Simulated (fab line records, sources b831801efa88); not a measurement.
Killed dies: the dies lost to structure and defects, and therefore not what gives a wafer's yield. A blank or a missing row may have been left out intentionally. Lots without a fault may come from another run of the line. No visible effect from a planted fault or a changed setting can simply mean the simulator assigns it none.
2 desks, one fault ; flow gf180mcu ; what lay behind the numbers comes last; until then each desk has only its own

AT THE TOOL OWNER'S DESK: pvd sputter-02
The tool's own readings at GF_M1_SPUTTER_02 (material AlCu, target thk 450 nm, time 23.9 s): means of the sampled wafers that have a number, for each lot that ran on this tool. Any lot whose mean is over 4 standard deviations away from the usual mean is out of limits and marked OUT; that distance is given in the brackets.
Columns: A = throttle valve pct at GF_M1_SPUTTER_02, usual 30.1 %
lot;first seen here;A
L883;day 17 17:46;30.4
L890;day 20 16:57;30.3
L891;day 20 19:10;30.6
L901;day 24 11:25;30.3
Finding of this desk: none of the 4 lots has anything out of limits.

FROM THE METROLOGY DESK
Means of the sampled wafers that have a number, per lot and without regard to the tool the lot ran on: this is what the gauges read. Any lot whose mean is over 4 standard deviations away from the usual mean is out of limits and marked OUT; that distance is given in the brackets.
Columns: A = CONTACT_BOW at GF_CONTACT_BOW_MEAS_05, usual 64 um; B = M1_ALCU_RS at GF_M1_RS_MEAS_05, usual 0.0696 ohm/sq; C = M1_ALCU_THK at GF_M1_THK_MEAS_06, usual 450 nm
lot;first seen here;A;B;C
L879;day 15 08:44;62;0.0700;447
L881;day 15 22:58;70;0.0717;439
L882;day 16 11:28;70;0.0679;465
L883;day 16 18:59;63;0.0715;437
L884;day 17 05:51;59;0.0676;461
L887;day 18 13:09;57;0.0696;452
L890;day 19 15:05;60;0.0479 (-17) OUT;705 (+32) OUT
L891;day 19 17:57;76;0.0484 (-16) OUT;702 (+32) OUT
L895;day 21 04:06;62;0.0691;448
L896;day 21 07:32;68;0.0702;448
L899;day 22 22:40;61;0.0695;450
L901;day 23 11:08;67;0.0693;453
This desk finds L890, L891 out of limits, with the earliest case on L890 at day 20 17:05 (M1_ALCU_RS at GF_M1_RS_MEAS_05). Within limits: L879, L881, L882, L883, L884, L887, L895, L896, L899, L901.

ALL TOGETHER
L890, L891 would have let the metrology desk raise an alarm at day 20 17:05.
The tool owner's desk saw nothing out of limits.
Tool owner's desk: L890, L891 on record, inside its limits.
GF_M1_SPUTTER_02 was run on pvd sputter-02 by each of the lots named.

WHAT THE SIMULATOR PUT IN
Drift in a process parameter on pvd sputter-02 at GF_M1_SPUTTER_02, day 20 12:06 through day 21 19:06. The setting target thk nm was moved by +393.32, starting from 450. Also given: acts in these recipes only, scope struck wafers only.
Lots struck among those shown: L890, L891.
Hours from the fault's start to each desk's first reading out of limits: the metrology desk, 5.
